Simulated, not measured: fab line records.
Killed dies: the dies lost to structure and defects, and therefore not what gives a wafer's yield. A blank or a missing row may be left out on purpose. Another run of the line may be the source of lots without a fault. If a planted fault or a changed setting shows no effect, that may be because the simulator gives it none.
What tool caused it?    flow gf180mcu    13 lots, 39 wafers sampled, at 4 steps of a route of 602

== WHAT THE GAUGES READ, wafer by wafer ==
GF_HV_LDD_TW_MEAS_38. Usual: HV_LDD_3_TW gives 1438 (standard deviation 13).
lot   measured      on            HV_LDD_3_TW     flag
L335  day 11 21:02  filmMetro-01  1454 1459 1456  
L338  day 12 23:30  filmMetro-01  1445 1449 1445  
L339  day 13 06:34  filmMetro-03  1435 1436 1438  
L340  day 13 16:52  filmMetro-03  1434 1436 1436  
L342  day 14 10:00  filmMetro-04  1424 1426 1425  
L343  day 14 18:33  filmMetro-03  1436 1440 1438  
L345  day 15 06:56  filmMetro-01  1454 1438 1454  
L350  day 16 19:49  filmMetro-01  1439 1437 1437  
L352  day 17 08:42  filmMetro-03  1456 1455 1449  
L353  day 17 19:42  filmMetro-01  1441 1446 1448  
L354  day 18 07:32  filmMetro-04  1418 1428 1413  
L356  day 18 16:28  filmMetro-01  1455 1456 1457  
L357  day 19 02:44  filmMetro-01  1445 1444 1448  

GF_HV_LDD_CD_MEAS_46 targets a cd of 400 nm. Usual: cdNm at 400.5 nm, with a standard deviation of 2.3.
lot   measured      on        cdNm (nm)          flag
L335  day 12 16:19  cdSem-02  400.5 401.1 400.7  
L338  day 13 19:15  cdSem-02  398.0 395.8 398.1  
L339  day 14 03:18  cdSem-01  400.1 398.2 399.0  
L340  day 14 13:13  cdSem-01  399.4 401.0 399.7  
L342  day 15 07:36  cdSem-02  401.5 400.8 400.6  
L343  day 15 16:34  cdSem-01  397.2 398.5 398.5  
L345  day 16 03:57  cdSem-01  400.2 400.1 399.9  
L350  day 17 18:34  cdSem-01  402.1 403.4 402.3  
L352  day 18 07:30  cdSem-01  398.7 399.9 395.1  
L353  day 18 19:06  cdSem-02  400.2 400.5 396.9  
L354  day 19 06:49  cdSem-02  400.3 400.7 400.7  
L356  day 19 16:48  cdSem-02  401.1 401.7 399.1  
L357  day 20 02:13  cdSem-02  398.7 400.7 398.7  

== WHICH TOOL RAN EACH LOT (tool, then ch and the chambers of the sampled wafers, then the start) ==
lot   GF_VT_IMPLANT_STRIP_09               GF_DUAL_GATE_OXIDATION_02
L335  plasmaAsher-04 ch 0,1, day 5 21:49   furnace-01 ch 0, day 7 21:51
L338  plasmaAsher-04 ch 0,1, day 6 18:46   furnace-01 ch 0, day 8 20:27
L339  plasmaAsher-04 ch 0,1, day 6 23:34   furnace-01 ch 0, day 9 01:40
L340  plasmaAsher-02 ch 0,1, day 7 06:52   furnace-01 ch 0, day 9 11:04
L342  plasmaAsher-03 ch 0, day 7 19:55     furnace-01 ch 0, day 10 00:47
L343  plasmaAsher-03 ch 0,1, day 8 04:31   furnace-02 ch 0, day 10 08:44
L345  plasmaAsher-04 ch 0,1, day 8 14:01   furnace-02 ch 0, day 10 20:31
L350  plasmaAsher-03 ch 0,1, day 9 17:34   furnace-02 ch 0, day 12 02:28
L352  plasmaAsher-02 ch 0,1, day 10 05:17  furnace-01 ch 0, day 12 14:19
L353  plasmaAsher-02 ch 0,1, day 10 11:16  furnace-02 ch 0, day 12 22:31
L354  plasmaAsher-03 ch 0, day 10 21:34    furnace-02 ch 0, day 13 09:36
L356  plasmaAsher-04 ch 0,1, day 11 05:31  furnace-01 ch 0, day 13 18:31
L357  plasmaAsher-02 ch 0,1, day 11 14:07  furnace-01 ch 0, day 14 03:08
- GF_VT_IMPLANT_STRIP_09: strips in O2/N2.
- GF_DUAL_GATE_OXIDATION_02: stabilise 600 s, purge 300 s, target thk 10.887 nm.

== WHAT THE TOOLS THEMSELVES READ (means of the sampled wafers that have a number; where no wafer has one, the mark that the record gives instead) ==
GF_VT_IMPLANT_STRIP_09. Usual: drypumpMotorCurrentA 5.9 A, standard deviation 0.36; heaterPowerW 326 W, standard deviation 38; oesProductAu 0.716 a.u., standard deviation 0.0044; stripTimeToEndpointS 12.64 s, standard deviation 0.032.
lot   tool            drypumpMotorCurrentA (A)  heaterPowerW (W)  oesProductAu (a.u.)  stripTimeToEndpointS (s)  flag
L335  plasmaAsher-04  6.2                       301               0.719                12.65                     
L338  plasmaAsher-04  5.9                       318               0.715                12.61                     
L339  plasmaAsher-04  6.2                       299               0.720                12.62                     
L340  plasmaAsher-02  5.7                       336               0.720                12.63                     
L342  plasmaAsher-03  6.3                       311               0.716                12.65                     
L343  plasmaAsher-03  5.9                       304               0.712                12.65                     
L345  plasmaAsher-04  6.0                       315               0.719                12.63                     
L350  plasmaAsher-03  6.1                       308               0.715                12.66                     
L352  plasmaAsher-02  5.6                       370               0.714                12.59                     
L353  plasmaAsher-02  5.7                       331               0.714                12.65                     
L354  plasmaAsher-03  6.3                       310               0.718                12.64                     
L356  plasmaAsher-04  6.0                       316               0.718                12.64                     
L357  plasmaAsher-02  5.7                       340               0.718                12.57                     

GF_DUAL_GATE_OXIDATION_02. Usual: spikeTcBottomC 919.2 C, standard deviation 1; spikeTcLowerC 899.8 C, standard deviation 0.96; spikeTcTopC 908.3 C, standard deviation 1.1; spikeTcUpperC 901.0 C, standard deviation 1; tubeCenterTempC 900 C, standard deviation 0.079; tube_center_temp_C_max 902.3, standard deviation 0.39.
lot   tool        spikeTcBottomC (C)  spikeTcLowerC (C)  spikeTcTopC (C)  spikeTcUpperC (C)  tubeCenterTempC (C)  tube_center_temp_C_max  flag
L335  furnace-01  918.4               899.0              908.6            901.8              900                  902.2                   
L338  furnace-01  919.9               900.4              908.7            899.5              900                  902.4                   
L339  furnace-01  918.1               899.4              908.2            900.5              900                  902.4                   
L340  furnace-01  916.5               896.6              905.3            896.8              897                  898.9                   OFF
L342  furnace-01  915.3               895.4              906.5            898.0              897                  898.6                   OFF
L343  furnace-02  920.0               899.2              908.0            900.7              900                  902.8                   
L345  furnace-02  918.8               900.4              908.4            901.7              900                  902.4                   
L350  furnace-02  918.9               899.9              906.9            900.3              900                  902.6                   
L352  furnace-01  920.0               898.9              909.3            900.5              900                  902.2                   
L353  furnace-02  918.9               900.4              907.8            901.8              900                  902.0                   
L354  furnace-02  919.3               900.2              907.8            901.2              900                  902.1                   
L356  furnace-01  919.8               899.5              908.6            901.2              900                  902.4                   
L357  furnace-01  919.7               900.0              908.3            901.2              900                  902.7                   

== THE ANSWER, worked out from the rows above alone ==
Rule: lot off if the mean of its wafers having a number is beyond 3 standard deviations from the usual mean. A lot without any number at a reading at which 4 lots or more have one is off too. All remaining lots with rows at the step are treated as sound. Order of review: gauges by route order, followed by the tools' own readings, for which a lot's mean as printed above is used. The first step at which some lot is off is used, and at that step the reading that is off furthest; a lot without a number counts as furthest.
Off, at GF_DUAL_GATE_OXIDATION_02 on tubeCenterTempC: L340, L342.
If a tool, at that step or one of the process steps before it, ran each lot that is off and ran no sound lot following the first of them, it fits. Not one of the candidates tried fits.

== WHAT THE SIMULATOR HAD PUT IN ==
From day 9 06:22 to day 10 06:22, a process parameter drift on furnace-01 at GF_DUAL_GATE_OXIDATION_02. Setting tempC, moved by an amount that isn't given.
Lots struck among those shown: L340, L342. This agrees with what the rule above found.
